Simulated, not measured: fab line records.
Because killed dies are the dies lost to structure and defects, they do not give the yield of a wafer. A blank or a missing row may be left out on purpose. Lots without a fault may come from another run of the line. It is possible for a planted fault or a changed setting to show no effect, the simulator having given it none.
A lot that was struck, set against a sound lot / flow sky130 / 19 steps out of a route of 708
Sound: these wafers, L712.1, L712.5, L712.6. Wafers L723.2, L723.3, L723.6 were the ones struck. The cause is given at the end.
For every step that has rows: the tool of each side, followed by ch and its chambers, followed by its first start. Under that, the readings that differ: sound wafers / struck wafers / difference of the means / sigmas: that difference in standard deviations of wafers without a fault.
alike: same words and numbers on both sides, and readings whose means sit less than 2 such deviations apart. not compared: any withheld reading, any reading some wafer has no value for, any bound like >300 that may hide the same value, and any number with overlapping values for which the record gives no deviation.
Wherever a step has rows on one side only, a row that says differs or no value, or a row with sigmas, the two part there. Numbers that have no deviation but don't overlap get no sigmas and don't part them. A reading that every wafer of one side lacks parts them only if that side has two wafers or more.

first, 4 steps without rows for these wafers: SKY_VT_ADJUST_LVTN_SOFTBAKE_14 (time 60 s); SKY_VT_ADJUST_LVTN_EXPOSE_15 (exposes mask HVN STD DERIVED, target cd 600 nm); SKY_VT_ADJUST_LVTN_PEB_16; SKY_VT_ADJUST_LVTN_DEVELOP_17 (develop time 60 s).
SKY_VT_ADJUST_LVTN_OVL_MEAS_18:
  struck on overlay-01, day 12 14:30; sound on overlay-01, day 9 13:23
  alike: VT_ADJUST_LVTN_01_OVL
next, for these wafers, 1 step has no rows: SKY_VT_ADJUST_LVTN_IMPLANT_19.
SKY_VT_ADJUST_LVTN_STRIP_20: strips in O2/N2.
  sound on plasmaAsher-03 ch 0,1, day 9 13:35; struck on plasmaAsher-04 ch 0,1, day 12 14:41
  alike: drypumpMotorCurrentA, oesProductAu, stripTimeToEndpointS
  not compared: rfHoursCounterH
SKY_VT_ADJUST_LVTN_TW_MEAS_21:
  struck on filmMetro-04, day 12 14:47; sound on filmMetro-02, day 9 13:41
reading=VT_ADJUST_LVTN_2_TW; sound=185.4 185.4 185.1; struck=190.3 190.6 189.9; difference=+5.0; sigmas=+2
then, 4 steps without rows for these wafers: SKY_VT_ADJUST_NCORE_DEHYDRATE_00 (time 60 s); SKY_VT_ADJUST_NCORE_HMDS_01 (prime time 60 s); SKY_VT_ADJUST_NCORE_COAT_02 (resist thk 1140 nm); SKY_VT_ADJUST_NCORE_SOFTBAKE_03 (time 60 s).
SKY_VT_ADJUST_NCORE_EXPOSE_04: exposes mask LVTN COMPLEMENT THIN, target cd 380 nm.
  sound on ilineStepper-01 ch 0, day 10 00:51; struck on ilineStepper-02 ch 0, day 13 03:13
reading=focusOffsetNm (nm); sound=0.4 0.1 0.3; struck=-0.6 -0.7 -1.0; difference=-1.0; sigmas=-2
reading=model.VT_ADJUST_NCORE.overlayXNm (nm); sound=-0.3362 -0.3362 -0.3362; struck=-128.4 -128.4 -128.4; difference=-128.1; sigmas=
  alike: mask
then, 2 steps without rows for these wafers: SKY_VT_ADJUST_NCORE_PEB_05; SKY_VT_ADJUST_NCORE_DEVELOP_06 (develop time 60 s).
SKY_VT_ADJUST_NCORE_CD_MEAS_07 targets a cd of 380 nm.
  struck on cdSem-02, day 13 15:39; sound on cdSem-02, day 10 12:14
reading=cdNm (nm); sound=384.3 383.8 381.7; struck=380.0 376.8 377.1; difference=-5.3; sigmas=-2
SKY_VT_ADJUST_NCORE_OVL_MEAS_08:
  struck on overlay-02, day 13 15:46; sound on overlay-02, day 10 12:22
reading=VT_ADJUST_NCORE_OVL (nm); sound=-1.7 -2.0 -2.2; struck=-128.2 -130.7 -129.1; difference=-127.4; sigmas=-80
next, for these wafers, 1 step has no rows: SKY_VT_ADJUST_NCORE_IMPLANT_09.
-- the record jumps here: 36 days lie between the struck wafers' starts before and after (it left off in module VT_ADJUST_NCORE and takes up again in module PAD_OPEN, whose first step shown is number 708 of the route) --
SKY_PAD_OPEN_PROBE_99:
  struck on prober-01, day 49 23:41; sound on prober-02, day 47 16:49
reading=model.etest.sramNfetPass.driveUaUm; sound=497.1 495.1 483.9; struck=520.6 522.9 499.4; difference=+22.3; sigmas=
reading=model.etest.sramNfetPass.offLog10AUm; sound=-12.86 -12.86 -12.73; struck=-12.4 -12.37 -12.41; difference=+0.4; sigmas=
reading=model.etest.sramNfetPass.vtSatV (V); sound=0.5721 0.5646 0.5724; struck=0.532 0.5292 0.536; difference=-0.037; sigmas=
reading=model.etest.sramNfetPass.vtV (V); sound=0.674 0.659 0.6639; struck=0.6352 0.6372 0.645; difference=-0.0265; sigmas=
  alike: killed_at_M0_to_M3, killed_at_M4_up, killedAtContacts, killedAtFrontEnd, killedAtOther, killedDies, killedOpen, killedShort

## WHERE THEY PART
At SKY_VT_ADJUST_LVTN_TW_MEAS_21 first; at SKY_VT_ADJUST_NCORE_OVL_MEAS_08 last (within this record only). Later steps at which nothing parts them and some readings are alike: SKY_PAD_OPEN_PROBE_99.

WHY: the cause the simulator had injected
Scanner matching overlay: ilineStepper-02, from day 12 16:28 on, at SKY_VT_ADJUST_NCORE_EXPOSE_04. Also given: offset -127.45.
